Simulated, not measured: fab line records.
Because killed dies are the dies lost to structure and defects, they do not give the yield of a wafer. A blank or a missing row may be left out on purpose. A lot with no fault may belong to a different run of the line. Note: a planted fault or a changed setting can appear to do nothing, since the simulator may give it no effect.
fab line records -- flow sky130
record: lots: 11, wafers: 33, last-day: 50
route steps=708 shown SONOS_ONO@173 RES_PROTECT@214 POLY_GATE@218 PAD_OPEN@708
lots that met no fault: from a run of the same line without faults
start-h: hours from the record's first day to the start of the lot's first wafer shown -- wait-h: time in hours since the lot's previous step -- " repeats the value in the row above -- L1.1+2: one row covering several wafers at once -- - value missing, or start not given -- * or withheld: withheld -- < > ~ a bound
route shown NAME@n: names a module that has steps shown in the file, with the first one's number in the route -- usual: average and standard deviation across the fault-free wafers -- same: alike in all rows -- chamber/n: place in a boat -- sites: each site's reading -- _std_site: standard deviation across them -- _edge_site: outer sites' mean less inner sites' -- radius-mm: for every site, how far away it sits from the centre of the wafer -- mask NAME#n: copy n -- behind: the last tool/chamber to shape the wafer -- hold: cause of the lot's hold/its duration in hours/its outcome -- device: names the non-switching transistor (n, p or np) -- end of line: tests of these same wafers at the route's end -- a step with no rows: only its recipe -- killed: the dies lost at the first sort to structure and to defects; this is not the yield of the wafer -- map: per-die view of a wafer (x killed, . not killed, _ where there is no die)
set.NAME: the setting that was run; set.NAME@STEP: the one run at that earlier step -- model.NAME: the simulator's own value behind a step, which no gauge read
route steps across a sampled set of lots; one table per step, one row per wafer
services: the hour from which a tool's chamber was out of use, counted from the record's first day as start-h (under 0 if before that day), plus the number of hours and why
== steps ==
step: SKY_SONOS_ONO_THK_MEAS_05
recipe: reads: SiO2_of_SONOS_ONO_CVD_04
usual: SONOS_ONO_CVD_04_THK: 5.69/0.13
lot.wafer,tool,chamber,start-h,wait-h,SONOS_ONO_CVD_04_THK[nm]
L224.2,film-metro-02,-,250.28,0.0,5.74
L224.3,film-metro-02,-,250.28,0.0,5.74
L224.4,film-metro-02,-,250.28,0.0,5.65
L226.2,film-metro-02,-,266.81,0.0,5.76
L226.4,film-metro-02,-,266.81,0.0,5.70
L226.6,film-metro-02,-,266.81,0.0,5.78
L230.1,film-metro-02,-,301.79,0.0,5.62
L230.3,film-metro-02,-,301.79,0.0,5.49
L230.5,film-metro-02,-,301.79,0.0,5.49
L229.1,film-metro-02,-,303.04,0.0,5.47
L229.3,film-metro-02,-,303.04,0.0,5.42
L229.4,film-metro-02,-,303.04,0.0,5.38
L232.2,film-metro-03,-,318.95,0.0,5.59
L232.4,film-metro-03,-,318.95,0.0,5.74
L232.6,film-metro-03,-,318.95,0.0,5.71
L234.3,film-metro-03,-,333.33,0.0,5.75
L234.4,film-metro-03,-,333.33,0.0,5.73
L234.5,film-metro-03,-,333.33,0.0,5.67
L235.2,film-metro-02,-,344.03,0.0,5.73
L235.3,film-metro-02,-,344.03,0.0,5.71
L235.4,film-metro-02,-,344.03,0.0,5.62
L241.2,film-metro-02,-,388.42,0.0,5.68
L241.3,film-metro-02,-,388.42,0.0,5.63
L241.5,film-metro-02,-,388.42,0.0,5.65
L242.2,film-metro-01,-,398.39,0.0,5.96
L242.4,film-metro-01,-,398.39,0.0,5.75
L242.5,film-metro-01,-,398.39,0.0,5.86
L245.1,film-metro-01,-,424.59,0.0,5.85
L245.4,film-metro-01,-,424.59,0.0,5.86
L245.5,film-metro-01,-,424.59,0.0,5.83
L247.2,film-metro-01,-,437.22,0.0,5.73
L247.3,film-metro-01,-,437.22,0.0,5.79
L247.6,film-metro-01,-,437.22,0.0,5.68
step: SKY_RES_PROTECT_STRIP_07
recipe: chemistry: O2/N2, power-w: 1400, pressure-mtorr: 1500, platen-temp-c: withheld, o2-flow-sccm: 3000, n2-flow-sccm: 300, overash-fraction: 0.5
usual: drypump-motor-current-A: 5.8/0.63, o2-flow-sccm: 3001/9.1, oes-product-au: 0.517/0.0045, strip-time-to-endpoint-s: 23.28/0.043
lot.wafer,tool,chamber,start-h,wait-h,drypump-motor-current-A,o2-flow-sccm,oes-product-au,rf-hours-counter-h,strip-time-to-endpoint-s
L224.2,plasma-asher-04,0,331.24,0.1,6.3,3016,0.516,20,23.35
L224.3,plasma-asher-04,1,331.24,0.1,5.0,2995,0.512,-,23.38
L224.4,plasma-asher-04,0,331.24,0.1,6.4,3004,0.511,-,23.32
L226.2,plasma-asher-02,1,351.26,0.1,6.4,3003,0.514,66,23.27
L226.4,plasma-asher-02,1,351.26,0.1,6.4,2999,0.524,-,23.30
L226.6,plasma-asher-02,0,351.26,0.1,5.8,3005,0.517,-,23.30
L230.1,plasma-asher-04,1,389.86,0.1,4.9,3009,0.521,26,23.31
L230.3,plasma-asher-04,0,389.86,0.1,6.4,3008,0.517,-,23.31
L230.5,plasma-asher-04,0,389.86,0.1,6.3,3025,0.522,-,23.33
L229.1,plasma-asher-02,1,391.81,0.1,6.5,3002,0.517,70,23.23
L229.3,plasma-asher-02,0,391.81,0.1,5.8,3014,0.520,-,23.23
L229.4,plasma-asher-02,1,391.81,0.1,6.4,2987,0.507,-,23.23
L232.2,plasma-asher-02,0,407.84,0.1,5.8,2998,0.509,71,23.26
L232.4,plasma-asher-02,1,407.84,0.1,6.5,3007,0.520,-,23.29
L232.6,plasma-asher-02,0,407.84,0.1,5.8,2995,0.522,-,23.29
L234.3,plasma-asher-02,0,426.20,0.1,5.8,3017,0.514,-,23.19
L234.4,plasma-asher-02,1,426.20,0.1,6.4,3008,0.518,-,23.26
L234.5,plasma-asher-02,0,426.20,0.1,5.8,2999,0.516,-,23.24
L235.2,plasma-asher-02,0,437.71,0.1,5.8,2991,0.521,74,23.28
L235.3,plasma-asher-02,1,437.71,0.1,6.4,2981,0.517,-,23.29
L235.4,plasma-asher-02,0,437.71,0.1,5.8,3010,0.522,-,23.29
L241.2,plasma-asher-02,1,486.56,0.1,6.4,2992,0.517,79,23.32
L241.3,plasma-asher-02,0,486.56,0.1,5.8,3007,0.518,-,23.31
L241.5,plasma-asher-02,0,486.56,0.1,5.8,3013,0.524,-,23.29
L242.2,plasma-asher-02,0,498.06,0.1,5.8,2987,0.518,81,23.26
L242.4,plasma-asher-02,1,498.06,0.1,6.4,2985,0.510,-,23.28
L242.5,plasma-asher-02,1,498.06,0.1,6.5,3003,0.521,-,23.28
L245.1,plasma-asher-02,1,523.39,0.1,6.5,3002,0.528,84,23.38
L245.4,plasma-asher-02,1,523.39,0.1,6.5,2995,0.512,-,23.31
L245.5,plasma-asher-02,1,523.39,0.1,6.5,2992,0.517,-,23.32
L247.2,plasma-asher-04,1,534.06,0.1,4.9,3016,0.518,43,23.28
L247.3,plasma-asher-04,0,534.06,0.1,6.3,2995,0.519,-,23.22
L247.6,plasma-asher-04,0,534.06,0.1,6.3,3009,0.511,-,23.21
step: SKY_POLY_GATE_THK_MEAS_04
recipe: reads: Si3N4_of_POLY_GATE_CVD_03
usual: POLY_GATE_CVD_03_THK: 75.2/0.75
lot.wafer,tool,chamber,start-h,wait-h,POLY_GATE_CVD_03_THK[nm]
L224.2,film-metro-01,-,333.37,0.0,75.6
L224.3,film-metro-01,-,333.37,0.0,75.3
L224.4,film-metro-01,-,333.37,0.0,75.2
L226.2,film-metro-02,-,353.32,0.0,76.0
L226.4,film-metro-02,-,353.32,0.0,75.9
L226.6,film-metro-02,-,353.32,0.0,75.3
L230.1,film-metro-04,-,391.43,0.0,74.7
L230.3,film-metro-04,-,391.43,0.0,74.1
L230.5,film-metro-04,-,391.43,0.0,73.7
L229.1,film-metro-02,-,396.02,0.0,75.3
L229.3,film-metro-02,-,396.02,0.0,75.0
L229.4,film-metro-02,-,396.02,0.0,74.9
L232.2,film-metro-04,-,411.51,0.0,73.6
L232.4,film-metro-04,-,411.51,0.0,74.7
L232.6,film-metro-04,-,411.51,0.0,74.1
L234.3,film-metro-04,-,428.89,0.0,74.9
L234.4,film-metro-04,-,428.89,0.0,74.6
L234.5,film-metro-04,-,428.89,0.0,75.0
L235.2,film-metro-02,-,439.29,0.0,73.3
L235.3,film-metro-02,-,439.29,0.0,74.1
L235.4,film-metro-02,-,439.29,0.0,73.5
L241.2,film-metro-04,-,489.51,0.0,75.4
L241.3,film-metro-04,-,489.51,0.0,75.2
L241.5,film-metro-04,-,489.51,0.0,75.4
L242.2,film-metro-04,-,499.65,0.0,76.6
L242.4,film-metro-04,-,499.65,0.0,76.1
L242.5,film-metro-04,-,499.65,0.0,75.2
L245.1,film-metro-01,-,525.01,0.0,76.0
L245.4,film-metro-01,-,525.01,0.0,76.3
L245.5,film-metro-01,-,525.01,0.0,75.5
L247.2,film-metro-02,-,535.64,0.0,75.0
L247.3,film-metro-02,-,535.64,0.0,75.5
L247.6,film-metro-02,-,535.64,0.0,74.4
step: SKY_POLY_GATE_OXIDATION_20
recipe: temp-c: 850, ambient: O2, stabilise-s: 600, purge-s: 300, target-thk-a: 40, ox-time-s: 899
usual: spike-tc-bottom-C: 867.3/2.5, spike-tc-centre-C: 850.6/1.3, spike-tc-lower-C: 849.9/1, spike-tc-top-C: 860.7/1.1, spike-tc-upper-C: 851.0/1.2, tube-center-temp-C: 850/0.076, tube_center_temp_C_max: 852.2/0.36, zone-power-bottom-pct: 28.0/2.2, zone-power-lower-pct: 18.07/0.2, zone-power-upper-pct: 15.13/0.17
same: purge-s: 300
lot.wafer,tool,chamber,start-h,wait-h,spike-tc-bottom-C,spike-tc-centre-C,spike-tc-lower-C,spike-tc-top-C,spike-tc-upper-C,tube-center-temp-C,tube_center_temp_C_max,zone-power-bottom-pct,zone-power-lower-pct,zone-power-upper-pct
L224.2,furnace-02,0,363.88,2.0,865.8,852.7,849.9,861.2,851.8,850.15,852.8,25.8,18.24,15.19
L224.3,furnace-02,0,363.88,2.0,863.6,850.3,850.1,860.5,850.0,849.88,852.5,25.6,17.76,15.13
L224.4,furnace-02,0,363.88,2.0,863.6,851.3,849.7,859.7,850.0,849.98,852.3,25.9,17.85,14.96
L226.2,furnace-01,0,382.88,0.3,870.5,849.3,850.1,858.2,849.5,849.98,852.8,29.7,18.26,15.06
L226.4,furnace-01,0,382.88,0.3,870.3,852.0,849.2,859.6,850.1,849.94,852.4,30.0,17.73,15.03
L226.6,furnace-01,0,382.88,0.3,869.0,850.6,849.7,862.8,851.4,850.07,852.6,30.0,18.09,15.22
L230.1,furnace-01,0,422.47,1.0,869.3,851.0,848.8,860.8,853.2,849.96,851.8,30.5,17.92,14.95
L230.3,furnace-01,0,422.47,1.0,868.6,850.2,851.0,860.6,851.4,850.02,851.8,30.4,18.42,14.90
L230.5,furnace-01,0,422.47,1.0,871.0,849.7,850.1,860.4,851.7,850.02,853.0,29.8,18.44,15.23
L229.1,furnace-02,0,427.33,1.4,865.3,851.6,851.0,863.2,849.7,849.99,852.4,25.5,17.90,15.09
L229.3,furnace-02,0,427.33,1.4,866.2,849.8,851.6,860.1,849.8,850.02,851.8,26.0,17.87,15.11
L229.4,furnace-02,0,427.33,1.4,864.8,851.2,848.5,860.9,850.1,850.04,852.1,25.6,18.11,15.18
L232.2,furnace-01,0,442.28,0.0,869.5,850.5,850.4,859.5,850.6,850.07,852.8,30.0,18.14,15.01
L232.4,furnace-01,0,442.28,0.0,870.1,850.9,848.3,864.5,850.5,850.01,852.2,30.1,17.99,15.03
L232.6,furnace-01,0,442.28,0.0,869.6,849.8,849.2,860.8,850.7,849.89,852.2,30.0,18.15,15.12
L234.3,furnace-01,0,463.18,2.4,843.9,822.5,820.6,833.8,823.3,822.18,824.6,28.2,17.01,13.87
L234.4,furnace-01,0,463.18,2.4,841.9,821.0,821.2,832.3,825.4,822.11,824.6,28.2,16.95,14.14
L234.5,furnace-01,0,463.18,2.4,843.5,822.2,822.2,831.7,823.3,822.06,823.9,27.9,17.27,14.24
L235.2,furnace-01,0,470.39,0.2,841.3,822.3,820.8,832.2,823.8,822.06,823.9,28.1,16.93,14.05
L235.3,furnace-01,0,470.39,0.2,842.1,820.9,820.2,833.9,823.3,822.17,824.1,27.6,17.12,14.09
L235.4,furnace-01,0,470.39,0.2,843.1,822.9,822.8,834.8,823.9,822.19,824.0,28.8,17.04,13.98
L241.2,furnace-02,0,523.59,2.3,865.9,850.6,848.6,862.1,851.5,850.01,852.2,25.7,17.99,14.93
L241.3,furnace-02,0,523.59,2.3,863.8,850.3,849.2,860.8,852.0,850.04,851.9,26.0,18.05,15.03
L241.5,furnace-02,0,523.59,2.3,863.7,852.2,849.8,860.1,849.2,849.96,851.7,25.5,18.33,14.91
L242.2,furnace-02,0,531.15,0.0,864.4,850.8,848.0,860.3,851.9,850.06,851.7,26.0,17.99,15.21
L242.4,furnace-02,0,531.15,0.0,863.8,852.4,851.4,860.9,850.4,849.79,852.2,25.5,17.92,15.06
L242.5,furnace-02,0,531.15,0.0,862.9,851.3,850.7,861.1,850.5,849.92,852.0,26.0,17.87,15.10
L245.1,furnace-01,0,556.95,0.9,869.4,850.2,851.4,861.0,852.1,850,852.2,30.3,18.33,15.19
L245.4,furnace-01,0,556.95,0.9,869.6,849.5,850.1,860.8,850.2,850.1,852.1,29.5,18.10,14.93
L245.5,furnace-01,0,556.95,0.9,871.4,851.1,850.1,860.4,852.0,850.03,852.3,30.8,18.01,15.33
L247.2,furnace-01,0,567.18,0.7,869.4,849.0,849.5,859.9,850.8,850.04,852.1,30.3,18.04,15.34
L247.3,furnace-01,0,567.18,0.7,870.4,850.2,851.3,859.4,852.1,850.02,851.9,30.4,18.07,15.09
L247.6,furnace-01,0,567.18,0.7,870.8,849.3,849.8,861.1,851.9,849.97,851.9,30.0,18.31,14.95
step: SKY_POLY_GATE_THK_MEAS_21
recipe: reads: SiO2_of_POLY_GATE_OXIDATION_20
usual: POLY_GATE_OXIDATION_THK: 3.97/0.075
lot.wafer,tool,chamber,start-h,wait-h,POLY_GATE_OXIDATION_THK[nm]
L224.2,film-metro-01,-,365.14,0.0,4.00
L224.3,film-metro-01,-,365.14,0.0,4.02
L224.4,film-metro-01,-,365.14,0.0,4.08
L226.2,film-metro-02,-,384.14,0.0,3.99
L226.4,film-metro-02,-,384.14,0.0,3.95
L226.6,film-metro-02,-,384.14,0.0,4.10
L230.1,film-metro-01,-,423.72,0.0,3.74
L230.3,film-metro-01,-,423.72,0.0,3.90
L230.5,film-metro-01,-,423.72,0.0,3.81
L229.1,film-metro-01,-,428.58,0.0,4.04
L229.3,film-metro-01,-,428.58,0.0,3.94
L229.4,film-metro-01,-,428.58,0.0,4.01
L232.2,film-metro-04,-,443.54,0.0,3.95
L232.4,film-metro-04,-,443.54,0.0,3.97
L232.6,film-metro-04,-,443.54,0.0,3.93
L234.3,film-metro-04,-,464.45,0.0,2.70
L234.4,film-metro-04,-,464.45,0.0,2.74
L234.5,film-metro-04,-,464.45,0.0,2.71
L235.2,film-metro-02,-,471.65,0.0,2.75
L235.3,film-metro-02,-,471.65,0.0,2.70
L235.4,film-metro-02,-,471.65,0.0,2.74
L241.2,film-metro-04,-,524.85,0.0,3.99
L241.3,film-metro-04,-,524.85,0.0,3.97
L241.5,film-metro-04,-,524.85,0.0,3.95
L242.2,film-metro-04,-,532.41,0.0,3.91
L242.4,film-metro-04,-,532.41,0.0,3.98
L242.5,film-metro-04,-,532.41,0.0,3.92
L245.1,film-metro-02,-,558.19,0.0,4.07
L245.4,film-metro-02,-,558.19,0.0,4.07
L245.5,film-metro-02,-,558.19,0.0,4.01
L247.2,film-metro-01,-,568.44,0.0,3.92
L247.3,film-metro-01,-,568.44,0.0,4.00
L247.6,film-metro-01,-,568.44,0.0,3.94
step: SKY_PAD_OPEN_PROBE_99
usual: killed_at_M0_to_M3: 42/7.6, killed_at_M4_up: 3.4/2, killed-at-contacts: 24/5.9, killed-at-front-end: 16/4.5, killed-at-other: 0.4/0.58, killed-dies: 86/10, killed-open: 47/7.6, killed-short: 39/6.7
same: gross-dies: 492, killed-at-back-side: 0
lot.wafer,tool,chamber,start-h,wait-h,killed_at_M0_to_M3,killed_at_M4_up,killed-at-contacts,killed-at-front-end,killed-at-other,killed-dies,killed-open,killed-short
L230.1,prober-02,-,1110.84,0.1,38,3,33,15,1,90,52,37
L230.3,prober-02,-,1110.94,0.2,49,3,24,18,2,96,60,34
L230.5,prober-02,-,1111.04,0.2,38,5,22,15,0,80,37,42
L234.3,prober-02,-,1137.63,0.2,32,6,20,11,0,69,42,26
L234.4,prober-02,-,1137.68,0.2,37,5,11,18,0,71,40,30
L234.5,prober-02,-,1137.73,0.2,37,3,18,27,2,87,50,36
L235.2,prober-02,-,1142.90,0.2,40,6,18,9,0,73,37,36
L235.3,prober-02,-,1142.95,0.3,31,3,27,13,0,74,44,30
L235.4,prober-02,-,1143.00,0.3,34,4,27,12,0,77,45,32
L245.1,prober-02,-,1193.58,0.1,45,4,28,15,1,93,56,36
L245.4,prober-02,-,1193.73,0.2,39,4,25,12,0,80,42,38
L245.5,prober-02,-,1193.78,0.2,38,5,32,14,0,89,54,35
L247.2,prober-02,-,1200.92,2.0,39,4,16,15,0,74,44,30
L247.3,prober-02,-,1200.97,2.0,45,1,27,15,0,88,47,41
L247.6,prober-02,-,1201.12,2.1,48,5,22,11,0,86,46,40
killed by level:class
L230.1 CONTACT:geometric-particle:open=16 VIA3:geometric-particle:open=9 VIA1:geometric-particle:open=8 METAL3:geometric-particle:short=6 LI_CONTACT:geometric-particle:open=5 CONTACT:geometric-particle:short=5 METAL2:geometric-particle:short=5 FIELD_ISO:geometric-particle:short=3
L230.3 CONTACT:geometric-particle:open=12 VIA1:geometric-particle:open=9 FIELD_ISO:geometric-particle:open=8 VIA2:geometric-particle:open=8 VIA1:geometric-particle:short=8 POLY_GATE:geometric-particle:open=5 LI_CONTACT:geometric-particle:open=5 VIA2:geometric-particle:short=5
L230.5 VIA1:geometric-particle:open=10 CONTACT:geometric-particle:open=7 METAL2:geometric-particle:short=6 POLY_GATE:geometric-particle:short=5 LI_CONTACT:geometric-particle:open=5 VIA3:geometric-particle:short=5 POLY_GATE:geometric-particle:open=4 CONTACT:geometric-particle:short=4
L234.3 CONTACT:geometric-particle:open=9 VIA1:geometric-particle:open=9 METAL1:geometric-particle:short=7 VIA3:geometric-particle:open=5 LI_CONTACT:geometric-particle:open=5 METAL2:geometric-particle:short=4 METAL4:geometric-particle:short=4 FIELD_ISO:geometric-particle:open=3
L234.4 METAL1:geometric-particle:short=10 CONTACT:geometric-particle:open=7 POLY_GATE:geometric-particle:open=6 FIELD_ISO:geometric-particle:open=5 VIA2:geometric-particle:open=5 VIA1:geometric-particle:open=5 VIA3:geometric-particle:open=4 POLY_GATE:geometric-particle:short=3
L234.5 VIA1:geometric-particle:open=12 CONTACT:geometric-particle:open=11 FIELD_ISO:geometric-particle:open=8 POLY_GATE:geometric-particle:open=6 METAL2:geometric-particle:short=6 FIELD_ISO:geometric-particle:short=5 POLY_GATE:geometric-particle:short=5 METAL1:geometric-particle:short=5
L235.2 CONTACT:geometric-particle:open=9 VIA1:geometric-particle:open=7 VIA2:geometric-particle:open=7 VIA3:geometric-particle:open=6 VIA1:geometric-particle:short=4 METAL2:geometric-particle:short=4 METAL4:geometric-particle:short=4 METAL3:geometric-particle:short=4
L235.3 LI_CONTACT:geometric-particle:open=11 VIA1:geometric-particle:open=10 CONTACT:geometric-particle:open=7 POLY_GATE:geometric-particle:open=5 VIA3:geometric-particle:open=4 CONTACT:geometric-particle:short=4 VIA2:geometric-particle:open=4 METAL3:geometric-particle:short=4
L235.4 LI_CONTACT:geometric-particle:open=12 VIA1:geometric-particle:open=8 METAL2:geometric-particle:short=7 CONTACT:geometric-particle:open=5 VIA2:geometric-particle:open=5 FIELD_ISO:geometric-particle:short=4 LOCAL_INTERCONNECT:geometric-particle:open=4 METAL1:geometric-particle:short=4
L245.1 VIA1:geometric-particle:open=11 CONTACT:geometric-particle:open=9 LI_CONTACT:geometric-particle:open=8 VIA3:geometric-particle:open=8 LI_CONTACT:geometric-particle:short=6 METAL1:geometric-particle:short=6 VIA3:geometric-particle:short=6 FIELD_ISO:geometric-particle:open=4
L245.4 CONTACT:geometric-particle:open=10 VIA1:geometric-particle:open=8 VIA3:geometric-particle:open=6 METAL1:geometric-particle:short=5 METAL2:geometric-particle:short=5 POLY_GATE:geometric-particle:open=4 LI_CONTACT:geometric-particle:open=4 LOCAL_INTERCONNECT:geometric-particle:short=4
L245.5 CONTACT:geometric-particle:open=12 LI_CONTACT:geometric-particle:open=10 VIA3:geometric-particle:open=9 VIA2:geometric-particle:open=7 POLY_GATE:geometric-particle:short=5 VIA1:geometric-particle:open=5 POLY_GATE:geometric-particle:open=4 LI_CONTACT:geometric-particle:short=4
L247.2 VIA1:geometric-particle:open=8 METAL1:geometric-particle:short=7 VIA3:geometric-particle:open=7 VIA2:geometric-particle:open=7 LI_CONTACT:geometric-particle:open=5 CONTACT:geometric-particle:open=5 POLY_GATE:geometric-particle:open=4 LOCAL_INTERCONNECT:geometric-particle:short=4
L247.3 VIA1:geometric-particle:open=11 CONTACT:geometric-particle:open=10 VIA3:geometric-particle:short=8 LI_CONTACT:geometric-particle:open=6 VIA3:geometric-particle:open=6 LOCAL_INTERCONNECT:geometric-particle:short=5 POLY_GATE:geometric-particle:short=4 VIA2:geometric-particle:open=4
L247.6 VIA3:geometric-particle:open=12 LI_CONTACT:geometric-particle:open=8 METAL1:geometric-particle:short=8 METAL2:geometric-particle:short=8 LOCAL_INTERCONNECT:geometric-particle:short=6 VIA1:geometric-particle:open=6 VIA2:geometric-particle:open=5 CONTACT:geometric-particle:open=4
== services ==
tool,chamber,start-h,hours,kind
furnace-01,-,315.90,3.4,pm
furnace-02,-,423.13,3.0,pm
furnace-01,-,446.12,3.9,pm
furnace-02,-,461.15,5.0,pm
furnace-01,-,512.86,14.5,pm
plasma-asher-02,-,555.53,0.7,repair
furnace-02,-,564.00,16.3,repair
== key ==
first-sign: step: SKY_POLY_GATE_OXIDATION_20, reading: tube-center-temp-C, direction: down, sigmas: 99+, usual: *, struck: *
effect: step: SKY_POLY_GATE_OXIDATION_20, reading: tube_center_temp_C_max, direction: down, sigmas: 78, usual: *, struck: *
effect: step: SKY_POLY_GATE_THK_MEAS_21, reading: POLY_GATE_OXIDATION_THK, direction: down, sigmas: 17, usual: 3.97, struck: 2.72
met-at SKY_POLY_GATE_OXIDATION_20
struck-lots L234,L235
tester-left-out L234,L235
not-acting-at SKY_SONOS_ONO_THK_MEAS_05,SKY_RES_PROTECT_STRIP_07,SKY_POLY_GATE_THK_MEAS_04
onset-between 442.28 463.18
fault: kind: process-parameter-drift, tool: furnace-01, chamber: -, onset-h: 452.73, steps: SKY_POLY_GATE_OXIDATION_20, channel: temp-c, offset: *, shape: step, end-h: 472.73, acts-in: *, stated: *
tester-left-out: of these lots the tester's yield and bins aren't shown, on N5 and GAA mostly nor the transistor test; their killed dies are dies lost to structure and defects alone, not to doping, threshold or leakage, so they don't give the yield
